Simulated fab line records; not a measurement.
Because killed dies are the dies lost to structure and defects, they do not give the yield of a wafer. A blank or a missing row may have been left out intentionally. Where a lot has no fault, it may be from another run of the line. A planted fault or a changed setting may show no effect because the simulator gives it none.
One fault through the eyes of 2 desks    flow sky130    each desk has only its own numbers; what lay behind them comes last

## AT THE METROLOGY DESK
Means of the sampled wafers that have a number, per lot and without regard to the tool the lot ran on: this is what the gauges read. A lot is out of limits, marked OUT, if its mean lies more than 4 standard deviations from the usual mean; the brackets give that distance.
Columns: A = VIA2_HDPCVD_THK at SKY_VIA2_THK_MEAS_01, usual 1180 nm; B = VIA2_BOW at SKY_VIA2_BOW_MEAS_03, usual 88 um; C = cdNm at SKY_VIA2_CD_MEAS_12, usual 200.1 nm; D = VIA2_OVL at SKY_VIA2_OVL_MEAS_13, usual -1 nm
lot   first seen here  A     B   C      D
L794  day 37 13:03     1183  82  200.5  -7
L797  day 37 15:58     1170  93  200.1  2
L806  day 40 03:06     1185  89  197.2  -4
L807  day 40 08:14     1171  92  199.5  2
L808  day 40 17:15     1192  82  199.4  4
L809  day 40 22:07     1194  92  200.5  0
L812  day 41 14:57     1181  93  201.0  3
This desk found nothing out of limits on any of the 7 lots.

## THE TOOL OWNER'S DESK: lithoTrack-01
The tool's own readings at SKY_VIA2_COAT_07 (resist thk 450 nm): means of the sampled wafers that have a number, for each lot that ran on this tool. A lot is out of limits, marked OUT, if its mean lies more than 4 standard deviations from the usual mean; the brackets give that distance.
Columns: A = spinSpeedRpm at SKY_VIA2_COAT_07, usual 3000.3 rpm
lot   first seen here  A
L797  day 38 04:00     3000.1
L806  day 40 16:00     2952.5 (-23) OUT
L807  day 40 20:00     2953.4 (-22) OUT
L808  day 41 04:00     2952.8 (-23) OUT
This desk's finding: out of limits on L806, L807, L808; first on L806, day 40 16:00 (spinSpeedRpm at SKY_VIA2_COAT_07). L797 stayed within limits.

## BROUGHT TOGETHER
An alarm could have come from the tool owner's desk at day 40 16:00, on L806, L807, L808.
Metrology desk: nothing out of limits seen.
The metrology desk holds a record of L806, L807, L808, inside its limits.
Every lot named ran SKY_VIA2_COAT_07 on lithoTrack-01.

## WHAT THE SIMULATOR HAD INSERTED
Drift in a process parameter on lithoTrack-01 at SKY_VIA2_COAT_07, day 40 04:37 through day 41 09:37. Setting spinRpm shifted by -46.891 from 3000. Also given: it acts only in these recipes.
Lots struck among those shown: L806, L807, L808.
Each desk's first reading out of limits, in hours after the fault started: the tool owner's desk, 11.
